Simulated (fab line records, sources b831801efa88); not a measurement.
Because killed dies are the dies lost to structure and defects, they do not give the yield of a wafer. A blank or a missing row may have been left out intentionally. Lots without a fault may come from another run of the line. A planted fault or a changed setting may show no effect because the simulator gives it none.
fab line records -- flow sky130
record: lots: 24, wafers: 72, last-day: 50
route steps=708 shown VT_ADJUST_HVTR@139 LI_CONTACT@385 CONTACT@421 METAL1@438 VIA1@471 METAL4@602
lots untouched by any fault: they come from a run of this same line in which no faults occurred
start-h: the number of hours between the record's first day and the start of the first shown wafer of the lot -- wait-h: hours from the lot's prior step to this one -- " unchanged from the row above -- L1.1+2: a row that stands for several wafers -- - value missing, or start not given -- * or withheld: withheld -- < > ~ a bound
route shown NAME@n: a module of which the file shows steps, and the number in the route of the first -- usual: average and standard deviation across the fault-free wafers -- same: alike in all rows -- chamber/n: place in a boat -- sites: per-site readings -- _std_site: standard deviation across them -- _edge_site: inner sites' mean taken away from outer sites' mean -- radius-mm: how far each site lies from the wafer's centre -- mask NAME#n: copy n -- behind: the tool/chamber that last shaped the wafer -- hold: what put the lot on hold/how long, in hours/how the hold closed -- device: the transistor (n, p or np) that didn't switch -- end of line: at the end of the route, the tests of the same wafers -- a step without rows: its recipe alone -- killed: the dies lost at the first sort to structure and to defects; this is not the yield of the wafer -- map: per-die view of a wafer (x killed, . not killed, _ where there is no die)
set.NAME: setting as actually run; set.NAME@STEP: the setting as run at that earlier step -- model.NAME: the simulator's own value behind a step, which no gauge read
route steps across a sampled set of lots; one table per step, one row per wafer
services: when a tool's chamber went out of use (start-h, in hours from the record's first day, below 0 if earlier), for how many hours, and the reason
== steps ==
step: SKY_VT_ADJUST_HVTR_OVL_MEAS_08
usual: VT_ADJUST_HVTR_OVL: -1.4/1.3
lot.wafer,tool,chamber,start-h,wait-h,VT_ADJUST_HVTR_OVL[nm]
L074.2,overlay-01,-,199.27,0.1,-3.0
L074.3,overlay-01,-,199.27,0.1,-0.8
L074.4,overlay-01,-,199.27,0.1,-0.1
L075.3,overlay-02,-,207.24,0.1,-0.7
L075.5,overlay-02,-,207.24,0.1,-1.9
L075.6,overlay-02,-,207.24,0.1,0.5
L076.1,overlay-01,-,218.64,0.1,-2.6
L076.2,overlay-01,-,218.64,0.1,-0.8
L076.3,overlay-01,-,218.64,0.1,-4.1
L077.1,overlay-02,-,224.57,0.1,-1.4
L077.3,overlay-02,-,224.57,0.1,-2.6
L077.6,overlay-02,-,224.57,0.1,-1.7
L078.1,overlay-01,-,227.77,0.1,-0.1
L078.2,overlay-01,-,227.77,0.1,-0.2
L078.6,overlay-01,-,227.77,0.1,1.5
L079.1,overlay-02,-,232.29,0.1,-1.2
L079.4,overlay-02,-,232.29,0.1,-2.2
L079.6,overlay-02,-,232.29,0.1,-0.6
L080.1,overlay-02,-,244.87,0.1,-1.7
L080.3,overlay-02,-,244.87,0.1,-0.9
L080.5,overlay-02,-,244.87,0.1,-0.4
L081.3,overlay-02,-,264.58,0.1,0.2
L081.4,overlay-02,-,264.58,0.1,0.8
L081.6,overlay-02,-,264.58,0.1,-1.1
L082.1,overlay-02,-,280.83,0.1,-2.1
L082.4,overlay-02,-,280.83,0.1,-3.3
L082.5,overlay-02,-,280.83,0.1,-1.0
L083.4,overlay-01,-,282.60,0.1,-3.0
L083.5,overlay-01,-,282.60,0.1,-1.9
L083.6,overlay-01,-,282.60,0.1,0.2
L084.2,overlay-01,-,295.69,0.1,-2.1
L084.5,overlay-01,-,295.69,0.1,-5.1
L084.6,overlay-01,-,295.69,0.1,-2.0
L085.2,overlay-02,-,295.84,0.1,-2.9
L085.4,overlay-02,-,295.84,0.1,-2.2
L085.6,overlay-02,-,295.84,0.1,-1.8
L086.1,overlay-01,-,296.93,0.1,-2.8
L086.3,overlay-01,-,296.93,0.1,-2.0
L086.4,overlay-01,-,296.93,0.1,0.4
L088.3,overlay-02,-,314.03,0.1,-1.3
L088.5,overlay-02,-,314.03,0.1,-1.6
L088.6,overlay-02,-,314.03,0.1,-1.7
L087.1,overlay-02,-,318.13,0.1,-1.4
L087.2,overlay-02,-,318.13,0.1,-2.9
L087.5,overlay-02,-,318.13,0.1,-1.7
L090.1,overlay-02,-,332.28,0.1,-2.7
L090.3,overlay-02,-,332.28,0.1,-2.5
L090.4,overlay-02,-,332.28,0.1,-3.5
L089.1,overlay-02,-,333.02,0.1,-3.2
L089.3,overlay-02,-,333.02,0.1,-2.4
L089.6,overlay-02,-,333.02,0.1,-2.2
L091.2,overlay-01,-,339.94,0.1,-2.5
L091.5,overlay-01,-,339.94,0.1,-1.2
L091.6,overlay-01,-,339.94,0.1,-2.4
L092.4,overlay-02,-,341.00,0.1,-1.3
L092.5,overlay-02,-,341.00,0.1,-1.4
L092.6,overlay-02,-,341.00,0.1,-0.8
L093.2,overlay-02,-,344.14,0.1,-0.9
L093.5,overlay-02,-,344.14,0.1,0.2
L093.6,overlay-02,-,344.14,0.1,1.2
L094.3,overlay-02,-,357.44,0.1,-1.3
L094.4,overlay-02,-,357.44,0.1,-0.7
L094.5,overlay-02,-,357.44,0.1,-0.6
L095.1,overlay-02,-,358.44,0.1,-2.5
L095.2,overlay-02,-,358.44,0.1,-3.6
L095.5,overlay-02,-,358.44,0.1,-2.9
L096.1,overlay-01,-,368.08,0.1,-1.2
L096.3,overlay-01,-,368.08,0.1,-2.0
L096.4,overlay-01,-,368.08,0.1,0.6
L097.1,overlay-01,-,369.24,0.1,-1.6
L097.3,overlay-01,-,369.24,0.1,-1.7
L097.4,overlay-01,-,369.24,0.1,-0.5
step: SKY_LI_CONTACT_THK_MEAS_23
recipe: thk-meas-gauge: xrf, reads: W_of_LI_CONTACT_CVD_21
usual: LI_CONTACT_W_THK: 403/4.8
lot.wafer,tool,chamber,start-h,wait-h,LI_CONTACT_W_THK[nm]
L074.2,film-metro-03,-,669.32,0.1,402
L074.3,film-metro-03,-,669.32,0.1,402
L074.4,film-metro-03,-,669.32,0.1,401
L075.3,film-metro-04,-,685.94,0.1,407
L075.5,film-metro-04,-,685.94,0.1,411
L075.6,film-metro-04,-,685.94,0.1,409
L076.1,film-metro-04,-,692.08,0.1,403
L076.2,film-metro-04,-,692.08,0.1,398
L076.3,film-metro-04,-,692.08,0.1,400
L077.1,film-metro-01,-,697.52,0.1,413
L077.3,film-metro-01,-,697.52,0.1,412
L077.6,film-metro-01,-,697.52,0.1,409
L078.1,film-metro-01,-,701.41,0.1,406
L078.2,film-metro-01,-,701.41,0.1,408
L078.6,film-metro-01,-,701.41,0.1,409
L079.1,film-metro-04,-,710.23,0.1,404
L079.4,film-metro-04,-,710.23,0.1,408
L079.6,film-metro-04,-,710.23,0.1,401
L080.1,film-metro-03,-,728.77,0.1,407
L080.3,film-metro-03,-,728.77,0.1,403
L080.5,film-metro-03,-,728.77,0.1,405
L081.3,film-metro-01,-,743.65,0.1,405
L081.4,film-metro-01,-,743.65,0.1,407
L081.6,film-metro-01,-,743.65,0.1,402
L082.1,film-metro-04,-,763.62,0.1,408
L082.4,film-metro-04,-,763.62,0.1,401
L082.5,film-metro-04,-,763.62,0.1,407
L083.4,film-metro-01,-,768.85,0.1,408
L083.5,film-metro-01,-,768.85,0.1,403
L083.6,film-metro-01,-,768.85,0.1,403
L085.2,film-metro-01,-,774.08,0.1,397
L085.4,film-metro-01,-,774.08,0.1,399
L085.6,film-metro-01,-,774.08,0.1,402
L084.2,film-metro-04,-,775.17,0.1,396
L084.5,film-metro-04,-,775.17,0.1,398
L084.6,film-metro-04,-,775.17,0.1,397
L086.1,film-metro-01,-,779.89,0.1,395
L086.3,film-metro-01,-,779.89,0.1,402
L086.4,film-metro-01,-,779.89,0.1,403
L088.3,film-metro-03,-,793.06,0.1,401
L088.5,film-metro-03,-,793.06,0.1,407
L088.6,film-metro-03,-,793.06,0.1,409
L087.1,film-metro-03,-,800.68,0.1,410
L087.2,film-metro-03,-,800.68,0.1,406
L087.5,film-metro-03,-,800.68,0.1,410
L090.1,film-metro-03,-,813.87,0.1,394
L090.3,film-metro-03,-,813.87,0.1,393
L090.4,film-metro-03,-,813.87,0.1,403
L089.1,film-metro-03,-,814.22,0.1,406
L089.3,film-metro-03,-,814.22,0.1,403
L089.6,film-metro-03,-,814.22,0.1,404
L091.2,film-metro-01,-,823.24,0.1,406
L091.5,film-metro-01,-,823.24,0.1,404
L091.6,film-metro-01,-,823.24,0.1,404
L092.4,film-metro-03,-,823.95,0.1,402
L092.5,film-metro-03,-,823.95,0.1,398
L092.6,film-metro-03,-,823.95,0.1,397
L093.2,film-metro-01,-,826.28,0.1,409
L093.5,film-metro-01,-,826.28,0.1,399
L093.6,film-metro-01,-,826.28,0.1,404
L095.1,film-metro-03,-,838.01,0.1,399
L095.2,film-metro-03,-,838.01,0.1,402
L095.5,film-metro-03,-,838.01,0.1,404
L094.3,film-metro-03,-,838.38,0.1,397
L094.4,film-metro-03,-,838.38,0.1,402
L094.5,film-metro-03,-,838.38,0.1,400
L096.1,film-metro-03,-,846.88,0.1,397
L096.3,film-metro-03,-,846.88,0.1,399
L096.4,film-metro-03,-,846.88,0.1,395
L097.1,film-metro-04,-,851.62,0.1,405
L097.3,film-metro-04,-,851.62,0.1,410
L097.4,film-metro-04,-,851.62,0.1,413
step: SKY_CONTACT_OVL_MEAS_15
usual: CONTACT_OVL: -3/4.4
lot.wafer,tool,chamber,start-h,wait-h,CONTACT_OVL[nm]
L074.2,overlay-02,-,726.69,0.1,-4
L074.3,overlay-02,-,726.69,0.1,0
L074.4,overlay-02,-,726.69,0.1,0
L075.3,overlay-02,-,743.70,0.1,-4
L075.5,overlay-02,-,743.70,0.1,0
L075.6,overlay-02,-,743.70,0.1,-3
L076.1,overlay-02,-,748.84,0.1,-4
L076.2,overlay-02,-,748.84,0.1,-7
L076.3,overlay-02,-,748.84,0.1,-2
L077.1,overlay-01,-,754.93,0.1,-3
L077.3,overlay-01,-,754.93,0.1,-6
L077.6,overlay-01,-,754.93,0.1,-4
L078.1,overlay-01,-,758.56,0.1,-5
L078.2,overlay-01,-,758.56,0.1,-3
L078.6,overlay-01,-,758.56,0.1,-5
L079.1,overlay-02,-,767.58,0.1,-7
L079.4,overlay-02,-,767.58,0.1,-10
L079.6,overlay-02,-,767.58,0.1,-15
L080.1,overlay-01,-,785.23,0.1,-5
L080.3,overlay-01,-,785.23,0.1,-6
L080.5,overlay-01,-,785.23,0.1,-5
L081.3,overlay-01,-,799.50,0.1,2
L081.4,overlay-01,-,799.50,0.1,-9
L081.6,overlay-01,-,799.50,0.1,-6
L082.1,overlay-01,-,819.53,0.1,-8
L082.4,overlay-01,-,819.53,0.1,-2
L082.5,overlay-01,-,819.53,0.1,-2
L083.4,overlay-02,-,823.32,0.1,-2
L083.5,overlay-02,-,823.32,0.1,-1
L083.6,overlay-02,-,823.32,0.1,-6
L085.2,overlay-01,-,828.04,0.1,-5
L085.4,overlay-01,-,828.04,0.1,-1
L085.6,overlay-01,-,828.04,0.1,-1
L084.2,overlay-02,-,830.06,0.1,-2
L084.5,overlay-02,-,830.06,0.1,-6
L084.6,overlay-02,-,830.06,0.1,-2
L086.1,overlay-02,-,833.83,0.1,3
L086.3,overlay-02,-,833.83,0.1,0
L086.4,overlay-02,-,833.83,0.1,-8
L088.3,overlay-01,-,847.12,0.1,-2
L088.5,overlay-01,-,847.12,0.1,-4
L088.6,overlay-01,-,847.12,0.1,0
L087.1,overlay-02,-,853.94,0.1,-2
L087.2,overlay-02,-,853.94,0.1,-9
L087.5,overlay-02,-,853.94,0.1,-2
L090.1,overlay-01,-,868.11,0.1,-4
L090.3,overlay-01,-,868.11,0.1,2
L090.4,overlay-01,-,868.11,0.1,3
L089.1,overlay-01,-,868.46,0.1,-2
L089.3,overlay-01,-,868.46,0.1,-3
L089.6,overlay-01,-,868.46,0.1,-4
L091.2,overlay-01,-,878.36,0.1,1
L091.5,overlay-01,-,878.36,0.1,-5
L091.6,overlay-01,-,878.36,0.1,12
L092.4,overlay-02,-,879.62,0.1,-8
L092.5,overlay-02,-,879.62,0.1,8
L092.6,overlay-02,-,879.62,0.1,-7
L093.2,overlay-02,-,881.14,0.1,-1
L093.5,overlay-02,-,881.14,0.1,-6
L093.6,overlay-02,-,881.14,0.1,-5
L095.1,overlay-01,-,891.48,0.1,-3
L095.2,overlay-01,-,891.48,0.1,-8
L095.5,overlay-01,-,891.48,0.1,-9
L094.3,overlay-01,-,892.47,0.1,-1
L094.4,overlay-01,-,892.47,0.1,7
L094.5,overlay-01,-,892.47,0.1,-5
L096.1,overlay-01,-,901.09,0.1,-2
L096.3,overlay-01,-,901.09,0.1,-6
L096.4,overlay-01,-,901.09,0.1,5
L097.1,overlay-01,-,905.44,0.1,-7
L097.3,overlay-01,-,905.44,0.1,-2
L097.4,overlay-01,-,905.44,0.1,-1
step: SKY_METAL1_SPUTTER_04
recipe: material: TiN, target-thk-nm: 70, power-w: 6500, time-s: 58.3, chamber-pressure-pa: 0.4
usual: throttle-valve-pct: 29.6/1
lot.wafer,tool,chamber,start-h,wait-h,throttle-valve-pct
L074.2,pvd-sputter-03,-,728.47,0.0,29.4
L074.3,pvd-sputter-03,-,728.47,0.0,28.8
L074.4,pvd-sputter-03,-,728.47,0.0,30.5
L075.3,pvd-sputter-02,-,745.31,0.0,32.0
L075.5,pvd-sputter-02,-,745.31,0.0,31.9
L075.6,pvd-sputter-02,-,745.31,0.0,28.9
L076.1,pvd-sputter-02,-,750.68,0.0,31.4
L076.2,pvd-sputter-02,-,750.68,0.0,28.9
L076.3,pvd-sputter-02,-,750.68,0.0,29.6
L077.1,pvd-sputter-02,-,756.92,0.0,32.1
L077.3,pvd-sputter-02,-,756.92,0.0,29.0
L077.6,pvd-sputter-02,-,756.92,0.0,29.7
L078.1,pvd-sputter-01,-,760.49,0.0,28.6
L078.2,pvd-sputter-01,-,760.49,0.0,29.3
L078.6,pvd-sputter-01,-,760.49,0.0,28.1
L079.1,pvd-sputter-03,-,769.08,0.0,30.4
L079.4,pvd-sputter-03,-,769.08,0.0,29.4
L079.6,pvd-sputter-03,-,769.08,0.0,29.2
L080.1,pvd-sputter-03,-,786.74,0.0,30.2
L080.3,pvd-sputter-03,-,786.74,0.0,29.1
L080.5,pvd-sputter-03,-,786.74,0.0,29.6
L081.3,pvd-sputter-01,-,801.00,0.0,28.0
L081.4,pvd-sputter-01,-,801.00,0.0,29.0
L081.6,pvd-sputter-01,-,801.00,0.0,29.4
L082.1,pvd-sputter-01,-,821.12,0.0,29.4
L082.4,pvd-sputter-01,-,821.12,0.0,28.5
L082.5,pvd-sputter-01,-,821.12,0.0,28.6
L083.4,pvd-sputter-01,-,826.25,0.0,28.1
L083.5,pvd-sputter-01,-,826.25,0.0,28.7
L083.6,pvd-sputter-01,-,826.25,0.0,27.7
L085.2,pvd-sputter-01,-,829.54,0.0,29.6
L085.4,pvd-sputter-01,-,829.54,0.0,29.6
L085.6,pvd-sputter-01,-,829.54,0.0,29.3
L084.2,pvd-sputter-03,-,831.60,0.0,29.2
L084.5,pvd-sputter-03,-,831.60,0.0,30.7
L084.6,pvd-sputter-03,-,831.60,0.0,28.5
L086.1,pvd-sputter-03,-,835.36,0.0,29.3
L086.3,pvd-sputter-03,-,835.36,0.0,28.7
L086.4,pvd-sputter-03,-,835.36,0.0,30.6
L088.3,pvd-sputter-01,-,848.61,0.0,29.4
L088.5,pvd-sputter-01,-,848.61,0.0,29.3
L088.6,pvd-sputter-01,-,848.61,0.0,29.5
L087.1,pvd-sputter-03,-,855.53,0.0,28.5
L087.2,pvd-sputter-03,-,855.53,0.0,29.3
L087.5,pvd-sputter-03,-,855.53,0.0,28.6
L090.1,pvd-sputter-03,-,869.61,0.0,28.5
L090.3,pvd-sputter-03,-,869.61,0.0,29.2
L090.4,pvd-sputter-03,-,869.61,0.0,30.2
L089.1,pvd-sputter-02,-,869.96,0.0,31.4
L089.3,pvd-sputter-02,-,869.96,0.0,31.9
L089.6,pvd-sputter-02,-,869.96,0.0,29.8
L091.2,pvd-sputter-02,-,880.09,0.0,28.8
L091.5,pvd-sputter-02,-,880.09,0.0,29.4
L091.6,pvd-sputter-02,-,880.09,0.0,28.8
L092.4,pvd-sputter-03,-,881.15,0.0,28.7
L092.5,pvd-sputter-03,-,881.15,0.0,30.1
L092.6,pvd-sputter-03,-,881.15,0.0,30.6
L093.2,pvd-sputter-03,-,882.70,0.0,28.7
L093.5,pvd-sputter-03,-,882.70,0.0,29.4
L093.6,pvd-sputter-03,-,882.70,0.0,30.0
L095.1,pvd-sputter-01,-,892.99,0.0,29.5
L095.2,pvd-sputter-01,-,892.99,0.0,29.4
L095.5,pvd-sputter-01,-,892.99,0.0,28.7
L094.3,pvd-sputter-02,-,893.96,0.0,28.9
L094.4,pvd-sputter-02,-,893.96,0.0,31.4
L094.5,pvd-sputter-02,-,893.96,0.0,29.8
L096.1,pvd-sputter-01,-,902.59,0.0,29.2
L096.3,pvd-sputter-01,-,902.59,0.0,29.3
L096.4,pvd-sputter-01,-,902.59,0.0,28.0
L097.1,pvd-sputter-02,-,906.94,0.0,28.9
L097.3,pvd-sputter-02,-,906.94,0.0,29.8
L097.4,pvd-sputter-02,-,906.94,0.0,32.3
step: SKY_VIA1_OVL_MEAS_13
usual: VIA1_OVL: 0/5.3
lot.wafer,tool,chamber,start-h,wait-h,VIA1_OVL[nm]
L074.2,overlay-01,-,784.88,0.1,1
L074.3,overlay-01,-,784.88,0.1,6
L074.4,overlay-01,-,784.88,0.1,2
L075.3,overlay-01,-,799.99,0.1,5
L075.5,overlay-01,-,799.99,0.1,3
L075.6,overlay-01,-,799.99,0.1,-9
L076.1,overlay-02,-,805.13,0.1,-3
L076.2,overlay-02,-,805.13,0.1,1
L076.3,overlay-02,-,805.13,0.1,-6
L077.1,overlay-02,-,812.14,0.1,4
L077.3,overlay-02,-,812.14,0.1,7
L077.6,overlay-02,-,812.14,0.1,3
L078.1,overlay-02,-,814.49,0.1,0
L078.2,overlay-02,-,814.49,0.1,-12
L078.6,overlay-02,-,814.49,0.1,-3
L079.1,overlay-02,-,824.27,0.1,3
L079.4,overlay-02,-,824.27,0.1,9
L079.6,overlay-02,-,824.27,0.1,-6
L080.1,overlay-01,-,840.68,0.1,-3
L080.3,overlay-01,-,840.68,0.1,-1
L080.5,overlay-01,-,840.68,0.1,-1
L081.3,overlay-01,-,853.83,0.1,10
L081.4,overlay-01,-,853.83,0.1,6
L081.6,overlay-01,-,853.83,0.1,6
L082.1,overlay-02,-,874.82,0.1,-4
L082.4,overlay-02,-,874.82,0.1,-2
L082.5,overlay-02,-,874.82,0.1,3
L083.4,overlay-01,-,879.74,0.1,2
L083.5,overlay-01,-,879.74,0.1,-3
L083.6,overlay-01,-,879.74,0.1,9
L085.2,overlay-02,-,884.24,0.1,-2
L085.4,overlay-02,-,884.24,0.1,2
L085.6,overlay-02,-,884.24,0.1,6
L084.2,overlay-02,-,885.12,0.1,0
L084.5,overlay-02,-,885.12,0.1,-2
L084.6,overlay-02,-,885.12,0.1,-4
L086.1,overlay-02,-,888.79,0.1,-7
L086.3,overlay-02,-,888.79,0.1,-2
L086.4,overlay-02,-,888.79,0.1,4
L088.3,overlay-01,-,902.43,0.1,0
L088.5,overlay-01,-,902.43,0.1,2
L088.6,overlay-01,-,902.43,0.1,4
L087.1,overlay-01,-,909.64,0.1,-4
L087.2,overlay-01,-,909.64,0.1,2
L087.5,overlay-01,-,909.64,0.1,-3
L090.1,overlay-01,-,922.13,0.1,-5
L090.3,overlay-01,-,922.13,0.1,3
L090.4,overlay-01,-,922.13,0.1,-5
L089.1,overlay-02,-,922.64,0.1,-6
L089.3,overlay-02,-,922.64,0.1,-14
L089.6,overlay-02,-,922.64,0.1,-1
L091.2,overlay-02,-,931.44,0.1,3
L091.5,overlay-02,-,931.44,0.1,-8
L091.6,overlay-02,-,931.44,0.1,2
L092.4,overlay-02,-,932.50,0.1,-5
L092.5,overlay-02,-,932.50,0.1,5
L092.6,overlay-02,-,932.50,0.1,-3
L093.2,overlay-01,-,934.97,0.1,3
L093.5,overlay-01,-,934.97,0.1,8
L093.6,overlay-01,-,934.97,0.1,9
L095.1,overlay-02,-,944.72,0.1,-1
L095.2,overlay-02,-,944.72,0.1,0
L095.5,overlay-02,-,944.72,0.1,-3
L094.3,overlay-02,-,946.03,0.1,2
L094.4,overlay-02,-,946.03,0.1,17
L094.5,overlay-02,-,946.03,0.1,11
L096.1,overlay-02,-,953.69,0.1,-3
L096.3,overlay-02,-,953.69,0.1,-8
L096.4,overlay-02,-,953.69,0.1,-11
L097.1,overlay-02,-,956.72,0.1,0
L097.3,overlay-02,-,956.72,0.1,1
L097.4,overlay-02,-,956.72,0.1,3
step: SKY_METAL4_SPUTTER_04
recipe: material: TiN, target-thk-nm: 70, power-w: 6500, time-s: 58.3, chamber-pressure-pa: 0.4
usual: throttle-valve-pct: 29.5/0.88
lot.wafer,tool,chamber,start-h,wait-h,throttle-valve-pct
L074.2,pvd-sputter-03,-,921.64,0.0,30.2
L074.3,pvd-sputter-03,-,921.64,0.0,29.2
L074.4,pvd-sputter-03,-,921.64,0.0,28.8
L075.3,pvd-sputter-04,-,938.32,0.0,29.8
L075.5,pvd-sputter-04,-,938.32,0.0,30.6
L075.6,pvd-sputter-04,-,938.32,0.0,29.8
L076.1,pvd-sputter-04,-,941.77,0.0,30.6
L076.2,pvd-sputter-04,-,941.77,0.0,31.3
L076.3,pvd-sputter-04,-,941.77,0.0,29.7
L077.1,pvd-sputter-03,-,946.58,0.0,28.6
L077.3,pvd-sputter-03,-,946.58,0.0,30.5
L077.6,pvd-sputter-03,-,946.58,0.0,29.2
L078.1,pvd-sputter-03,-,951.18,0.0,30.5
L078.2,pvd-sputter-03,-,951.18,0.0,28.4
L078.6,pvd-sputter-03,-,951.18,0.0,30.1
L079.1,pvd-sputter-03,-,961.01,0.0,29.3
L079.4,pvd-sputter-03,-,961.01,0.0,30.4
L079.6,pvd-sputter-03,-,961.01,0.0,30.7
L080.1,pvd-sputter-01,-,973.84,0.0,28.4
L080.3,pvd-sputter-01,-,973.84,0.0,29.5
L080.5,pvd-sputter-01,-,973.84,0.0,29.2
L081.3,pvd-sputter-03,-,986.38,0.0,29.6
L081.4,pvd-sputter-03,-,986.38,0.0,30.3
L081.6,pvd-sputter-03,-,986.38,0.0,30.2
L082.1,pvd-sputter-01,-,1005.86,0.0,28.0
L082.4,pvd-sputter-01,-,1005.86,0.0,28.6
L082.5,pvd-sputter-01,-,1005.86,0.0,28.1
L083.4,pvd-sputter-03,-,1009.53,0.0,30.7
L083.5,pvd-sputter-03,-,1009.53,0.0,30.1
L083.6,pvd-sputter-03,-,1009.53,0.0,28.5
L085.2,pvd-sputter-04,-,1015.15,0.0,29.4
L085.4,pvd-sputter-04,-,1015.15,0.0,29.5
L085.6,pvd-sputter-04,-,1015.15,0.0,29.5
L084.2,pvd-sputter-01,-,1015.17,0.0,29.3
L084.5,pvd-sputter-01,-,1015.17,0.0,28.7
L084.6,pvd-sputter-01,-,1015.17,0.0,28.0
L086.1,pvd-sputter-01,-,1018.38,0.0,28.5
L086.3,pvd-sputter-01,-,1018.38,0.0,29.4
L086.4,pvd-sputter-01,-,1018.38,0.0,28.1
L088.3,pvd-sputter-01,-,1029.13,0.0,28.1
L088.5,pvd-sputter-01,-,1029.13,0.0,28.7
L088.6,pvd-sputter-01,-,1029.13,0.0,28.1
L087.1,pvd-sputter-01,-,1037.38,0.0,29.5
L087.2,pvd-sputter-01,-,1037.38,0.0,28.4
L087.5,pvd-sputter-01,-,1037.38,0.0,29.2
L090.1,pvd-sputter-03,-,1047.38,0.0,28.5
L090.3,pvd-sputter-03,-,1047.38,0.0,30.1
L090.4,pvd-sputter-03,-,1047.38,0.0,30.4
L089.1,pvd-sputter-03,-,1049.07,0.0,28.5
L089.3,pvd-sputter-03,-,1049.07,0.0,29.6
L089.6,pvd-sputter-03,-,1049.07,0.0,30.2
L091.2,pvd-sputter-04,-,1055.19,0.0,31.2
L091.5,pvd-sputter-04,-,1055.19,0.0,29.6
L091.6,pvd-sputter-04,-,1055.19,0.0,30.9
L092.4,pvd-sputter-01,-,1056.52,0.0,29.4
L092.5,pvd-sputter-01,-,1056.52,0.0,29.4
L092.6,pvd-sputter-01,-,1056.52,0.0,29.1
L093.2,pvd-sputter-03,-,1060.12,0.0,30.3
L093.5,pvd-sputter-03,-,1060.12,0.0,30.5
L093.6,pvd-sputter-03,-,1060.12,0.0,28.8
L095.1,pvd-sputter-01,-,1065.58,0.0,28.0
L095.2,pvd-sputter-01,-,1065.58,0.0,29.4
L095.5,pvd-sputter-01,-,1065.58,0.0,28.0
L094.3,pvd-sputter-03,-,1068.31,0.0,28.8
L094.4,pvd-sputter-03,-,1068.31,0.0,29.7
L094.5,pvd-sputter-03,-,1068.31,0.0,30.4
L096.1,pvd-sputter-04,-,1075.20,0.0,29.6
L096.3,pvd-sputter-04,-,1075.20,0.0,29.6
L096.4,pvd-sputter-04,-,1075.20,0.0,31.1
L097.1,pvd-sputter-03,-,1076.25,0.0,29.6
L097.3,pvd-sputter-03,-,1076.25,0.0,28.5
L097.4,pvd-sputter-03,-,1076.25,0.0,30.6
== services ==
tool,chamber,start-h,hours,kind
pvd-sputter-02,-,831.94,8.7,repair
pvd-sputter-01,3,838.05,-,consumable-replace:kit
pvd-sputter-01,3,838.05,18.0,scheduled-down
pvd-sputter-01,3,838.05,18.0,vent-cycle
pvd-sputter-02,2,856.35,-,consumable-replace:kit
pvd-sputter-02,2,856.35,18.0,scheduled-down
pvd-sputter-02,2,856.35,18.0,vent-cycle
pvd-sputter-03,1,882.75,-,consumable-replace:kit
pvd-sputter-03,1,882.75,18.0,scheduled-down
pvd-sputter-03,1,882.75,18.0,vent-cycle
pvd-sputter-04,-,917.42,2.3,repair
pvd-sputter-01,2,936.80,-,consumable-replace:kit
pvd-sputter-01,2,936.80,18.0,scheduled-down
pvd-sputter-01,2,936.80,18.0,vent-cycle
pvd-sputter-02,1,1008.60,-,consumable-replace:kit
pvd-sputter-02,-,1013.22,1.3,repair
pvd-sputter-03,-,1051.00,1.7,repair
pvd-sputter-04,-,1058.00,7.9,repair
pvd-sputter-01,1,1063.38,-,consumable-replace:kit
pvd-sputter-01,1,1063.38,18.0,scheduled-down
pvd-sputter-01,1,1063.38,18.0,vent-cycle
pvd-sputter-03,0,1072.52,-,consumable-replace:kit
pvd-sputter-03,0,1072.52,18.0,scheduled-down
pvd-sputter-03,0,1072.52,18.0,vent-cycle
== key ==
fault none
